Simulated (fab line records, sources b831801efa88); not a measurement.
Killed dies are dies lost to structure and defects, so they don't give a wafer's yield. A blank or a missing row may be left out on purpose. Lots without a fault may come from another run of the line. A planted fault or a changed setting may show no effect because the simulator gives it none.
fab line records | flow sky130
record lots=5 wafers=15 last_day=49
route steps=708 shown LI_CONTACT@374 LOCAL_INTERCONNECT@387 CONTACT@406 PAD_OPEN@708
lots that met no fault: from a run of the same line without faults
start_h: hours from the record's first day to the start of the lot's first wafer shown | wait_h: hours since the lot's step before | " the same as in the row above | L1.1+2: a row that stands for several wafers | - no value, or no start given | * or withheld: withheld | < > ~ a bound
route shown NAME@n: a module of which the file shows steps, and the number in the route of the first | usual: mean/standard deviation of fault-free wafers | same: alike in all rows | chamber/n: place in a boat | sites: the reading at each site | _std_site: their standard deviation | _edge_site: outer sites' mean less inner sites' | radius_mm: how far each site lies from the wafer's centre | mask NAME#n: copy n | behind: the tool/chamber that last shaped the wafer | hold: why the lot was held/for how many hours/how that ended | device: the transistor (n, p or np) that didn't switch | end of line: the same wafers' tests at the end of the route | a step without rows: its recipe alone | killed: dies lost to structure and defects at the first sort, not the wafer's yield | map: a wafer's dies, x killed, . not, _ none there
set.NAME: the setting as run; set.NAME@STEP: as run at that earlier step | model.NAME: the simulator's own value behind a step, which no gauge read
lots at some steps of the route; a table a step, a row a wafer
services: from which hour (start_h, from the record's first day; less than 0 if before it) a tool's chamber was out of use, for how many hours, and why
## steps
# step SKY_LI_CONTACT_CD_MEAS_12
# recipe target_cd_nm=170
# usual cd_nm=170.1/1.4
# columns lot.wafer tool chamber start_h wait_h cd_nm
L295.1 cd_sem-02 - 681.64 - 167.0
L295.3 " - " " 168.5
L295.5 " - " " 170.0
L299.1 cd_sem-02 - 713.84 - 170.7
L299.4 " - " " 171.3
L299.6 " - " " 171.0
L301.2 cd_sem-01 - 731.16 - 170.6
L301.3 " - " " 168.7
L301.6 " - " " 170.4
L306.2 cd_sem-01 - 778.86 - 169.0
L306.4 " - " " 168.5
L306.6 " - " " 170.1
L310.2 cd_sem-01 - 796.43 - 171.0
L310.4 " - " " 171.4
L310.6 " - " " 170.4
# step SKY_LI_CONTACT_OVL_MEAS_13
# usual LI_CONTACT_OVL=0/6.1
# columns lot.wafer tool chamber start_h wait_h LI_CONTACT_OVL[nm]
L295.1 overlay-02 - 681.76 0.1 7
L295.3 " - " " 2
L295.5 " - " " 1
L299.1 overlay-02 - 713.96 0.1 -6
L299.4 " - " " -6
L299.6 " - " " -9
L301.2 overlay-01 - 731.27 0.1 -1
L301.3 " - " " -4
L301.6 " - " " 1
L306.2 overlay-01 - 778.97 0.1 -6
L306.4 " - " " -10
L306.6 " - " " -5
L310.2 overlay-01 - 796.53 0.1 10
L310.4 " - " " 7
L310.6 " - " " 14
# step SKY_LI_CONTACT_ETCH_14
# recipe chemistry=N2/H2 target=BARC ion_energy_ev=200 source_w=500 bias_w=100 pressure_mtorr=30 n2_flow_sccm=100 h2_flow_sccm=200 stop_on=SiO2 time_s=45.9 target_depth_a=600
# step SKY_LI_CONTACT_ETCH_15
# recipe target=PSG chemistry=C4F8/O2/Ar stop_on=Si taper_deg=4.15 mask_material=KrF-thick source_w=1500 bias_w=1200 pressure_mtorr=40 c4f8_flow_sccm=withheld O2_flow_sccm=6 Ar_flow_sccm=300 time_s=withheld target_depth_a=6000
# usual oes_product_au=0.836/0.0048
# columns lot.wafer tool chamber start_h wait_h oes_product_au
L295.1 rie_diel-04 3 681.84 0.0 0.838
L295.3 " 0 " " 0.839
L295.5 " 2 " " 0.827
L299.1 rie_diel-03 1 714.04 0.0 0.838
L299.4 " 2 " " 0.833
L299.6 " 2 " " 0.830
L301.2 rie_diel-03 3 731.34 0.0 0.837
L301.3 " 0 " " 0.837
L301.6 " 3 " " 0.841
L306.2 rie_diel-04 2 779.04 0.0 0.844
L306.4 " 1 " " 0.838
L306.6 " 2 " " 0.834
L310.2 rie_diel-03 2 796.60 0.0 0.838
L310.4 " 0 " " 0.834
L310.6 " 0 " " 0.833
# step SKY_LI_CONTACT_STRIP_16
# recipe chemistry=O2/N2 power_w=1400 pressure_mtorr=1500 platen_temp_c=withheld o2_flow_sccm=3000 n2_flow_sccm=300 overash_fraction=0.5
# step SKY_LI_CONTACT_CLEAN_17
# recipe chemistry=NMP time_s=600 temp_c=60 dry=n2_spin
# step SKY_LI_CONTACT_PRE_CLEAN_18
# recipe gas=Ar time_s=5.6 bias_v=358
# step SKY_LI_CONTACT_SPUTTER_19
# recipe material=Ti target_thk_nm=20 chamber_pressure_pa=5 power_w=2500 substrate_temp_c=200 time_s=106.37
# step SKY_LI_CONTACT_SPUTTER_20
# recipe material=TiN target_thk_nm=20 chamber_pressure_pa=5 power_w=4000 time_s=80
# step SKY_LI_CONTACT_CVD_21
# recipe material=W target_thk_nm=400 time_s=120.56 temp_c=400 pressure_torr=40
# step SKY_LI_CONTACT_RS_MEAS_22
# recipe thk_meas_gauge=four-point-probe reads=W_of_LI_CONTACT_CVD_21+TiN_of_LI_CONTACT_SPUTTER_20+Ti_of_LI_CONTACT_SPUTTER_19
# usual LI_CONTACT_W_RS=0.284/0.0035
# columns lot.wafer tool chamber start_h wait_h LI_CONTACT_W_RS[ohm/sq]
L295.1 film_metro-03 - 682.66 0.1 0.282
L295.3 " - " " 0.286
L295.5 " - " " 0.284
L299.1 film_metro-04 - 714.68 0.1 0.286
L299.4 " - " " 0.281
L299.6 " - " " 0.284
L301.2 film_metro-02 - 732.00 0.1 0.290
L301.3 " - " " 0.288
L301.6 " - " " 0.283
L306.2 film_metro-03 - 779.70 0.1 0.286
L306.4 " - " " 0.288
L306.6 " - " " 0.284
L310.2 film_metro-03 - 797.31 0.1 0.286
L310.4 " - " " 0.284
L310.6 " - " " 0.286
# step SKY_LI_CONTACT_THK_MEAS_23
# recipe thk_meas_gauge=xrf reads=W_of_LI_CONTACT_CVD_21
# usual LI_CONTACT_W_THK=394/6.9
# columns lot.wafer tool chamber start_h wait_h LI_CONTACT_W_THK[nm]
L295.1 film_metro-03 - 682.78 0.1 403
L295.3 " - " " 397
L295.5 " - " " 402
L299.1 film_metro-04 - 714.80 0.1 393
L299.4 " - " " 400
L299.6 " - " " 398
L301.2 film_metro-02 - 732.11 0.1 378
L301.3 " - " " 380
L301.6 " - " " 385
L306.2 film_metro-03 - 779.81 0.1 393
L306.4 " - " " 390
L306.6 " - " " 396
L310.2 film_metro-03 - 797.42 0.1 394
L310.4 " - " " 398
L310.6 " - " " 392
# step SKY_LI_CONTACT_CMP_24
# recipe stop_on=PSG t_overpolish_s=20 down_force_psi=3.5 platen_rpm=60 target_thk_nm=0 pad_velocity_m_s=0.94248
# usual motor_current_A=11.6/1.1 overpolish_run_s=20.000/0.0087 slurry_flow_ml_min=150.1/0.49 time_to_endpoint_s=95/4.8
# columns lot.wafer tool chamber start_h wait_h motor_current_A overpolish_run_s slurry_flow_ml_min time_to_endpoint_s
L295.3 cmp-01 3 682.84 0.0 12.0 20.014 150.8 95
L295.1 " 0 " " 11.2 19.979 150.3 94
L295.5 " 0 " " 10.6 19.989 150.2 97
L299.4 cmp-01 2 715.00 0.2 11.9 19.996 150.5 106
L299.1 " 3 " " 11.6 20.003 150.0 99
L299.6 " 0 " " 11.1 19.997 149.6 101
L301.2 cmp-02 1 732.16 0.0 11.5 19.999 150.9 94
L301.3 " 0 " " 13.8 19.998 150.2 101
L301.6 " 1 " " 11.4 19.999 150.4 99
L306.4 cmp-02 2 779.86 0.0 12.0 20.004 150.1 85
L306.2 " 1 " " 11.3 20.000 150.5 92
L306.6 " 3 " " 9.4 20.003 149.8 88
L310.2 cmp-02 2 797.62 0.2 11.3 20.003 150.0 94
L310.4 " 3 " " 10.1 19.997 149.5 92
L310.6 " 2 " " 11.3 20.011 150.2 93
# step SKY_LOCAL_INTERCONNECT_SPUTTER_00
# recipe material=TiN target_thk_nm=100 temp_c=300 power_w=6500 time_s=83.3 chamber_pressure_pa=0.4
# usual throttle_valve_pct=30.3/1.1
# columns lot.wafer tool chamber start_h wait_h throttle_valve_pct
L295.1 pvd_sputter-01 - 683.14 0.2 31.3
L295.3 " - " " 32.0
L295.5 " - " " 31.9
L299.1 pvd_sputter-01 - 715.20 0.1 29.3
L299.4 " - " " 31.8
L299.6 " - " " 29.3
L301.2 pvd_sputter-02 - 732.46 0.2 31.0
L301.3 " - " " 30.1
L301.6 " - " " 29.4
L306.2 pvd_sputter-04 - 780.16 0.1 28.9
L306.4 " - " " 29.8
L306.6 " - " " 30.7
L310.2 pvd_sputter-02 - 797.92 0.2 28.7
L310.4 " - " " 29.9
L310.6 " - " " 31.0
# step SKY_LOCAL_INTERCONNECT_RS_MEAS_01
# recipe thk_meas_gauge=four-point-probe reads=TiN_of_LOCAL_INTERCONNECT_SPUTTER_00
# usual LOCAL_INTERCONNECT_TIN_RS=14.22/0.17
# columns lot.wafer tool chamber start_h wait_h LOCAL_INTERCONNECT_TIN_RS[ohm/sq]
L295.1 film_metro-04 - 683.20 0.0 14.39
L295.3 " - " " 14.06
L295.5 " - " " 13.99
L299.1 film_metro-04 - 715.26 0.0 14.23
L299.4 " - " " 14.03
L299.6 " - " " 14.33
L301.2 film_metro-02 - 732.55 0.1 14.20
L301.3 " - " " 13.94
L301.6 " - " " 14.58
L306.2 film_metro-01 - 780.25 0.1 14.45
L306.4 " - " " 14.74
L306.6 " - " " 14.48
L310.2 film_metro-01 - 798.00 0.1 14.14
L310.4 " - " " 14.10
L310.6 " - " " 14.20
# step SKY_LOCAL_INTERCONNECT_THK_MEAS_02
# recipe thk_meas_gauge=xrf reads=TiN_of_LOCAL_INTERCONNECT_SPUTTER_00
# usual LOCAL_INTERCONNECT_TIN_THK=99.8/1.4
# columns lot.wafer tool chamber start_h wait_h LOCAL_INTERCONNECT_TIN_THK[nm]
L295.1 film_metro-04 - 683.32 0.1 99.7
L295.3 " - " " 101.8
L295.5 " - " " 102.5
L299.1 film_metro-04 - 715.38 0.1 100.8
L299.4 " - " " 101.3
L299.6 " - " " 99.8
L301.2 film_metro-02 - 732.66 0.1 99.0
L301.3 " - " " 100.3
L301.6 " - " " 96.5
L306.2 film_metro-01 - 780.36 0.1 98.0
L306.4 " - " " 96.0
L306.6 " - " " 97.4
L310.2 film_metro-01 - 798.11 0.1 99.7
L310.4 " - " " 99.7
L310.6 " - " " 99.2
# step SKY_LOCAL_INTERCONNECT_DEHYDRATE_03
# recipe temp_c=200 time_s=60
# step SKY_LOCAL_INTERCONNECT_HMDS_04
# recipe prime_time_s=60 prime_temp_c=120
# step SKY_LOCAL_INTERCONNECT_COAT_05
# recipe resist=BARC temp_c=withheld time_s=withheld spin_rpm=3000 resist_thk_nm=60
# step SKY_LOCAL_INTERCONNECT_COAT_06
# recipe resist=KrF-thick spin_rpm=3000 resist_thk_nm=450
# step SKY_LOCAL_INTERCONNECT_SOFTBAKE_07
# recipe temp_c=100 time_s=90 resist=KrF-thick
# step SKY_LOCAL_INTERCONNECT_EXPOSE_08
# recipe mask_id=LI1M na=0.8 source_shape=annular sigma_inner=0.55 sigma_outer=0.85 target_cd_nm=170 dose_mj=28
# step SKY_LOCAL_INTERCONNECT_PEB_09
# recipe peb_temp_c=withheld peb_time_s=withheld resist=KrF-thick
# step SKY_LOCAL_INTERCONNECT_DEVELOP_10
# recipe develop_time_s=60 resist=KrF-thick dev_temp_c=21
# step SKY_LOCAL_INTERCONNECT_CD_MEAS_11
# recipe target_cd_nm=170
# usual cd_nm=170.1/1.5
# columns lot.wafer tool chamber start_h wait_h cd_nm
L295.1 cd_sem-02 - 711.59 - 168.4
L295.3 " - " " 169.5
L295.5 " - " " 169.0
L299.1 cd_sem-01 - 742.90 - 169.4
L299.4 " - " " 167.8
L299.6 " - " " 167.9
L301.2 cd_sem-01 - 759.03 - 171.4
L301.3 " - " " 172.8
L301.6 " - " " 171.7
L306.2 cd_sem-01 - 807.53 - 172.0
L306.4 " - " " 170.6
L306.6 " - " " 171.7
L310.2 cd_sem-02 - 824.51 - 168.5
L310.4 " - " " 170.6
L310.6 " - " " 171.2
# step SKY_LOCAL_INTERCONNECT_OVL_MEAS_12
# usual LOCAL_INTERCONNECT_OVL=1/5.8
# columns lot.wafer tool chamber start_h wait_h LOCAL_INTERCONNECT_OVL[nm]
L295.1 overlay-02 - 711.71 0.1 -1
L295.3 " - " " -2
L295.5 " - " " -1
L299.1 overlay-01 - 743.02 0.1 6
L299.4 " - " " -1
L299.6 " - " " 6
L301.2 overlay-02 - 759.13 0.1 -6
L301.3 " - " " 3
L301.6 " - " " -10
L306.2 overlay-01 - 807.63 0.1 12
L306.4 " - " " 11
L306.6 " - " " 4
L310.2 overlay-01 - 824.62 0.1 -6
L310.4 " - " " -4
L310.6 " - " " -1
# step SKY_LOCAL_INTERCONNECT_ETCH_13
# recipe chemistry=N2/H2 target=BARC ion_energy_ev=200 bias_w=100 pressure_mtorr=30 n2_flow_sccm=100 h2_flow_sccm=200 icp_w=500 stop_on=SiO2 time_s=45.9 target_depth_a=600
# usual drypump_motor_current_A=6.0/0.49 n2_flow_sccm=100.00/0.28 oes_product_au=0.855/0.0047 throttle_valve_pct=13.224/0.009
# columns lot.wafer tool chamber start_h wait_h drypump_motor_current_A n2_flow_sccm oes_product_au rf_hours_counter_h throttle_valve_pct
L295.1 rie_metal-03 1 711.75 0.0 6.5 99.76 0.852 10 13.245
L295.3 " 1 " " 6.6 99.21 0.860 - 13.233
L295.5 " 1 " " 6.6 99.97 0.850 - 13.217
L299.1 rie_metal-03 0 743.05 0.0 5.6 100.15 0.859 1 13.224
L299.4 " 0 " " 5.6 100.16 0.857 - 13.216
L299.6 " 1 " " 6.5 99.61 0.856 - 13.229
L301.2 rie_metal-02 0 759.16 0.0 5.3 99.96 0.858 12 13.224
L301.3 " 1 " " 5.8 100.12 0.860 - 13.220
L301.6 " 1 " " 5.8 99.94 0.853 - 13.226
L306.2 rie_metal-01 0 807.66 0.0 5.6 100.10 0.857 0 13.240
L306.4 " 0 " " 5.6 99.77 0.859 - 13.240
L306.6 " 0 " " 5.6 99.40 0.862 - 13.223
L310.2 rie_metal-03 0 824.65 0.0 5.6 100.21 0.860 3 13.216
L310.4 " 1 " " 6.5 99.86 0.855 - 13.225
L310.6 " 0 " " 5.6 100.25 0.854 - 13.223
# step SKY_LOCAL_INTERCONNECT_METAL_ETCH_14
# recipe target_depth_nm=110 stop_on=PSG chemistry=Cl2/BCl3 target=TiN resist_sidewall_deg=88 pressure_mtorr=10 icp_w=900 bias_w=48.5 Cl2_flow_sccm=60 bcl3_flow_sccm=30 time_s=31.4
# step SKY_LOCAL_INTERCONNECT_STRIP_15
# recipe chemistry=O2/N2 power_w=1400 pressure_mtorr=1500 platen_temp_c=withheld o2_flow_sccm=3000 n2_flow_sccm=300 overash_fraction=0.5
# step SKY_LOCAL_INTERCONNECT_STRIP_16
# recipe chemistry=post_etch_residue_remover time_s=1200 temp_c=72.5
# step SKY_LOCAL_INTERCONNECT_CLEAN_17
# recipe chemistry=IPA time_s=180 temp_c=25
# step SKY_LOCAL_INTERCONNECT_CLEAN_18
# recipe chemistry=O3/DIW dry=n2_spin
# step SKY_CONTACT_CVD_00
# recipe material=Si3N4 target_thk_nm=75 temp_c=400 time_s=withheld rf_w=450
# usual heater_power_w=694/76
# columns lot.wafer tool chamber start_h wait_h heater_power_w
L295.1 pecvd-04 2 712.61 0.0 642
L295.3 " 1 " " 779
L295.5 " 1 " " 624
L299.1 pecvd-03 2 743.76 0.0 601
L299.4 " 1 " " 686
L299.6 " 0 " " 675
L301.2 pecvd-01 2 759.87 0.0 620
L301.3 " 0 " " 742
L301.6 " 2 " " 615
L306.2 pecvd-04 0 808.43 0.0 754
L306.4 " 1 " " 739
L306.6 " 2 " " 785
L310.2 pecvd-03 2 825.35 0.0 618
L310.4 " 2 " " 618
L310.6 " 0 " " 788
# step SKY_CONTACT_THK_MEAS_01
# recipe reads=Si3N4_of_CONTACT_CVD_00
# usual CONTACT_CVD_00_THK=75.6/1.2
# columns lot.wafer tool chamber start_h wait_h CONTACT_CVD_00_THK[nm]
L295.1 film_metro-01 - 712.64 - 74.1
L295.3 " - " " 74.3
L295.5 " - " " 75.4
L299.1 film_metro-03 - 743.79 - 74.9
L299.4 " - " " 76.5
L299.6 " - " " 77.0
L301.2 film_metro-02 - 759.92 - 75.5
L301.3 " - " " 75.5
L301.6 " - " " 76.5
L306.2 film_metro-01 - 808.48 - 74.1
L306.4 " - " " 74.7
L306.6 " - " " 73.1
L310.2 film_metro-03 - 825.40 - 74.3
L310.4 " - " " 74.9
L310.6 " - " " 75.1
# step SKY_CONTACT_HDPCVD_02
# recipe material=SiO2 target_thk_nm=565 sigma_open_frac=0.3 time_s=94.2 temp_c=600 sih4_flow_sccm=60 pressure_mtorr=6
# step SKY_CONTACT_THK_MEAS_03
# recipe reads=SiO2_of_CONTACT_HDPCVD_02
# usual CONTACT_HDPCVD_THK=566/9.1
# columns lot.wafer tool chamber start_h wait_h CONTACT_HDPCVD_THK[nm]
L295.1 film_metro-02 - 712.77 0.0 568
L295.3 " - " " 559
L295.5 " - " " 570
L299.1 film_metro-01 - 743.92 0.0 551
L299.4 " - " " 552
L299.6 " - " " 562
L301.2 film_metro-03 - 760.05 0.0 549
L301.3 " - " " 561
L301.6 " - " " 561
L306.2 film_metro-02 - 808.61 0.0 575
L306.4 " - " " 565
L306.6 " - " " 575
L310.2 film_metro-02 - 825.53 0.0 569
L310.4 " - " " 559
L310.6 " - " " 561
# step SKY_CONTACT_CMP_04
# recipe material=SiO2 down_force_psi=4 platen_rpm=60 pad_velocity_m_s=0.94248
# usual motor_current_A=12.8/1 slurry_flow_ml_min=150.0/0.44 time_to_endpoint_s=81/5.5
# columns lot.wafer tool chamber start_h wait_h motor_current_A slurry_flow_ml_min time_to_endpoint_s
L295.1 cmp-02 0 712.83 0.1 15.4 150.4 85
L295.3 " 3 " " 10.2 150.9 71
L295.5 " 0 " " 14.9 150.7 85
L299.1 cmp-01 3 743.98 0.1 13.0 150.3 80
L299.4 " 0 " " 12.0 149.8 77
L299.6 " 3 " " 12.8 150.4 81
L301.3 cmp-01 0 760.10 0.0 12.2 150.0 84
L301.2 " 2 " " 13.2 150.6 83
L301.6 " 1 " " 12.6 150.2 78
L306.2 cmp-02 0 808.76 0.1 14.7 149.9 94
L306.4 " 1 " " 12.6 149.7 84
L306.6 " 2 " " 12.1 149.2 79
L310.4 cmp-01 0 825.63 0.1 12.6 149.1 81
L310.2 " 2 " " 12.6 150.8 85
L310.6 " 3 " " 13.0 150.4 79
# step SKY_CONTACT_BOW_MEAS_05
# recipe mode=bow
# usual CONTACT_BOW=81/6.8
# columns lot.wafer tool chamber start_h wait_h CONTACT_BOW[um]
L295.1 film_metro-01 - 713.13 0.2 84
L295.3 " - " " 71
L295.5 " - " " 81
L299.1 film_metro-02 - 744.28 0.2 83
L299.4 " - " " 79
L299.6 " - " " 82
L301.2 film_metro-01 - 760.42 0.2 84
L301.3 " - " " 89
L301.6 " - " " 82
L306.2 film_metro-02 - 808.98 0.2 91
L306.4 " - " " 82
L306.6 " - " " 80
L310.2 film_metro-01 - 825.90 0.1 75
L310.4 " - " " 77
L310.6 " - " " 69
# step SKY_CONTACT_DEHYDRATE_06
# recipe temp_c=200 time_s=60
# step SKY_CONTACT_HMDS_07
# recipe prime_time_s=60 prime_temp_c=120
# step SKY_CONTACT_COAT_08
# recipe resist=BARC temp_c=withheld time_s=withheld spin_rpm=3000 resist_thk_nm=60
# step SKY_CONTACT_COAT_09
# recipe resist=KrF-thick spin_rpm=3000 resist_thk_nm=450
# step SKY_PAD_OPEN_PROBE_99
# usual killed_at_M0_to_M3=45/6.9 killed_at_M4_up=3.1/1.7 killed_at_contacts=24/5.7 killed_at_front_end=15/4.6 killed_at_other=0.3/0.57 killed_dies=87/10 killed_on_rim=17/3.9 killed_open=48/7.4 killed_short=39/6.7
# same gross_dies=492 killed_at_back_side=0
# columns lot.wafer tool chamber start_h wait_h killed_at_M0_to_M3 killed_at_M4_up killed_at_contacts killed_at_front_end killed_at_other killed_dies killed_on_rim killed_open killed_short
L299.1 prober-02 - 1108.96 0.1 37 3 22 12 0 74 17 36 38
L299.4 prober-02 - 1109.11 0.2 44 2 40 17 0 103 14 49 54
L299.6 prober-02 - 1109.21 0.2 36 3 24 15 0 78 21 36 42
L306.2 prober-02 - 1153.21 0.1 40 2 18 16 0 76 18 50 26
L310.2 prober-02 - 1164.11 0.1 50 2 186 18 0 256 43 54 35
L310.6 prober-02 - 1164.31 0.2 36 1 175 21 0 233 42 36 41
# killed by level:class
L299.1 CONTACT:geometric_particle:open=9 LI_CONTACT:geometric_particle:open=8 VIA1:geometric_particle:open=7 METAL2:geometric_particle:short=6 METAL3:geometric_particle:short=5 FIELD_ISO:geometric_particle:short=4 LI_CONTACT:geometric_particle:short=4 VIA2:geometric_particle:short=4
L299.4 LI_CONTACT:geometric_particle:open=9 CONTACT:geometric_particle:open=9 LOCAL_INTERCONNECT:geometric_particle:short=8 METAL2:geometric_particle:short=7 VIA1:geometric_particle:open=7 LI_CONTACT:geometric_particle:short=6 CONTACT:geometric_particle:short=6 METAL1:geometric_particle:short=6
L299.6 CONTACT:geometric_particle:short=9 VIA1:geometric_particle:open=7 FIELD_ISO:geometric_particle:short=6 LI_CONTACT:geometric_particle:open=6 VIA1:geometric_particle:short=6 METAL2:geometric_particle:short=6 FIELD_ISO:geometric_particle:open=5 CONTACT:geometric_particle:open=4
L306.2 POLY_GATE:geometric_particle:open=9 VIA3:geometric_particle:open=9 CONTACT:geometric_particle:open=9 VIA2:geometric_particle:open=8 VIA1:geometric_particle:open=8 LOCAL_INTERCONNECT:geometric_particle:short=6 VIA2:geometric_particle:short=5 METAL2:geometric_particle:short=4
L310.2 LI_CONTACT:unspecified=167 VIA1:geometric_particle:open=13 VIA3:geometric_particle:open=11 LI_CONTACT:geometric_particle:open=7 POLY_GATE:geometric_particle:open=6 FIELD_ISO:geometric_particle:open=5 METAL2:geometric_particle:short=5 VIA2:geometric_particle:open=5
L310.6 LI_CONTACT:unspecified=156 LI_CONTACT:geometric_particle:open=6 VIA3:geometric_particle:open=6 LOCAL_INTERCONNECT:geometric_particle:short=5 VIA1:geometric_particle:short=5 METAL1:geometric_particle:short=5 POLY_GATE:geometric_particle:open=4 SPACER:geometric_particle:short=4
# map L310.2 (x killed, . not)
__________.x.xxx.x.x_________
________.xxx.xxx.x..x._______
______.....x....x..xx.x._____
_____xxx...x..x..x.xxxx..____
____x..x.xxxx..xxx...xxxx.___
___x.x...x.x.xxx.x.xxxx...x__
__...x.x.xx.xxx..x..xxxx..x._
_x....x..x.xx.xxx.x......xxx.
_.xx.x.xx.x.xx..xxx...xx...xx
_.x....x..x.xxx.x.x..xxxxxx..
_.x...xxxx...xx..xxxxxxx.xxx.
_xx.xxxx.x....xxxxx..xx.xxxx.
_xx.xxxxx.xx.xx.x..xxx..x..x.
_.x...x.xxxx..x..xx.xxx..x...
_xxxxx.xx..x.xx.x.x.xxxxx.x..
__xx..xx.x.......x.xxx.x..x._
___x....x.x.xx.x...xx.x....__
____.x.xxxxx.xx.x.xxxx...x___
_____..x..xxx...xx.....xx____
______x..xx..xxxxx.x..xx_____
________x.x...x.xx.xx._______
__________.xxx.....x_________
# map L306.6 (x killed, . not)
__________x.....x..._________
________x......x..x..._______
______....x.......x.x..._____
_____....x..x.x.x..xx.x.x____
____.....x....x.xx...x....___
___.x.......x.....x........__
__.........................._
_............x..xx...x.xx....
_....x.x...........xxx...x...
_x...x.x.......x.............
_.....x..x...................
_..x..............xx......x..
_..x.x...............x...xxx.
_.xx.......x.x....x...x....x.
_........xx...x...........x..
__...........x...xx........._
___..x..x....x......x....xx__
____...x..........xx......___
_____xx...x..........x..x____
______.x................_____
________..x..x...x.x.._______
__________.x.....x.._________
## services
# columns tool chamber start_h hours kind
pecvd-04 2 661.17 20.2 repair
rie_metal-02 0 664.27 19.2 repair
rie_diel-03 - 674.30 2.8 pm
pvd_sputter-04 - 683.28 4.5 repair
pvd_sputter-02 - 685.83 1.3 repair
rie_diel-04 - 686.93 0.1 repair
pecvd-04 - 697.65 0.9 repair
pvd_sputter-04 - 714.35 0.5 repair
rie_metal-03 - 722.17 6.0 repair
rie_diel-04 - 724.67 2.8 pm
pecvd-04 0 731.90 19.7 repair
rie_diel-03 - 733.81 1.4 repair
cmp-02 - 735.17 1.9 repair
cmp-01 - 736.00 1.0 repair
cmp-01 - 744.33 4.0 pm
cmp-01 - 748.33 7.8 pm
rie_diel-03 3 754.68 15.1 repair
pecvd-03 - 755.23 1.0 repair
pecvd-03 - 767.10 13.6 repair
rie_diel-03 2 809.57 9.7 repair
rie_metal-03 - 810.01 1.4 pm
rie_diel-03 1 812.28 15.3 repair
pvd_sputter-02 - 819.48 4.2 repair
pecvd-03 - 823.09 1.1 repair
## key
first_sign step=SKY_PAD_OPEN_PROBE_99 reading=killed_at_contacts direction=up sigmas=27 usual=24 struck=180
effect step=SKY_PAD_OPEN_PROBE_99 reading=killed_dies direction=up sigmas=15 usual=87 struck=244
met_at SKY_LI_CONTACT_CMP_24
struck_wafers L310.2,L310.6
tester_left_out L310
onset_between 779.86 797.62
fault kind=chamber_particle_source tool=cmp-02 chamber=2 onset_h=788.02 steps=SKY_LI_CONTACT_CMP_24 rate_per_visit_cm2=0.81837 end_h=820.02
# tester_left_out: of these lots the tester's yield and bins aren't shown, on N5 and GAA mostly nor the transistor test; their killed dies are dies lost to structure and defects alone, not to doping, threshold or leakage, so they don't give the yield
